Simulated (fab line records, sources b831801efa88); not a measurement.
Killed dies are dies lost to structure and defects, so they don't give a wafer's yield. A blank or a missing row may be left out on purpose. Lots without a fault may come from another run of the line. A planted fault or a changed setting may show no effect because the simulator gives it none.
A struck lot beside a sound one | flow sky130 | 15 steps out of a route of 708
Sound: wafers L183.1, L183.3, L183.6. Struck: wafers L192.1, L192.2, L192.3. The cause comes at the end.
At each step with rows: each side's tool, then ch and its chambers, then its first start. Under that, the readings that differ: sound wafers | struck wafers | difference of the means | sigmas: that difference in standard deviations of wafers without a fault.
alike: readings whose means differ by less than 2 such deviations, and words and numbers that are the same on both sides. not compared: withheld readings, readings that some wafer has no value for, bounds like >300 that may hide the same value, and numbers for which the record gives no deviation and whose values overlap.
The two part at a step that has a row with sigmas, a row that says differs or no value, or rows on one side only. Numbers that don't overlap but have no deviation are shown without sigmas and don't part them. A reading that every wafer of one side lacks parts them only if that side has two wafers or more.

first, 2 steps without rows for these wafers: SKY_LOCAL_INTERCONNECT_CLEAN_17 (cleans in IPA, time 180 s); SKY_LOCAL_INTERCONNECT_CLEAN_18 (cleans in O3/DIW).
SKY_CONTACT_CVD_00: deposits Si3N4, target thk 75 nm.
  sound on pecvd-02 ch 0,1,2, day 31 03:14; struck on pecvd-04 ch 0,1,2, day 34 01:55
  alike: heater_power_w
SKY_CONTACT_THK_MEAS_01:
  sound on film_metro-04, day 31 03:17; struck on film_metro-04, day 34 01:58
  alike: CONTACT_CVD_00_THK
then, 1 step without rows for these wafers: SKY_CONTACT_HDPCVD_02 (deposits SiO2, target thk 565 nm, time 94.2 s).
SKY_CONTACT_THK_MEAS_03:
  sound on film_metro-03, day 31 03:25; struck on film_metro-02, day 34 02:05
  alike: CONTACT_HDPCVD_THK
SKY_CONTACT_CMP_04: polishes SiO2.
  sound on cmp-02 ch 0,1,2, day 31 03:28; struck on cmp-01 ch 1,2,3, day 34 02:10
  alike: motor_current_A, slurry_filter_dp_kPa, time_to_endpoint_s
SKY_CONTACT_BOW_MEAS_05:
  sound on film_metro-04, day 31 03:46; struck on film_metro-04, day 34 02:28
  alike: CONTACT_BOW
then, 4 steps without rows for these wafers: SKY_CONTACT_DEHYDRATE_06 (time 60 s); SKY_CONTACT_HMDS_07 (prime time 60 s); SKY_CONTACT_COAT_08 (resist thk 60 nm); SKY_CONTACT_COAT_09 (resist thk 450 nm).
SKY_CONTACT_SOFTBAKE_10: time 90 s.
  sound on litho_track-01 ch 0, day 31 18:00; struck on litho_track-02 ch 0, day 34 15:00
  reading          | sound                | struck               | difference | sigmas
  run_length_s (s) | 118.88 119.12 118.80 | 124.44 124.24 124.41 | +5.43      | +19
  alike: chill_plate_temp_C
then, 1 step without rows for these wafers: SKY_CONTACT_EXPOSE_11 (exposes mask CTM1, target cd 170 nm).
-- the record jumps here: 14 days lie between the struck wafers' starts before and after (it left off in module CONTACT and takes up again in module PAD_OPEN, whose first step shown is number 708 of the route) --
SKY_PAD_OPEN_PROBE_99:
  sound on prober-01, day 46 07:58; struck on prober-02, day 48 11:10
  alike: killed_at_M0_to_M3, killed_at_M4_up, killed_at_contacts, killed_at_front_end, killed_at_other, killed_dies, killed_open, killed_short

WHERE THEY PART
Only at SKY_CONTACT_SOFTBAKE_10, within this record. Later steps at which nothing parts them and some readings are alike: SKY_PAD_OPEN_PROBE_99.

WHY: what the simulator had put in
Process parameter drift: litho_track-02, from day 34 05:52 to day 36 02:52, at SKY_CONTACT_SOFTBAKE_10. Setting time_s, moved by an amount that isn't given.
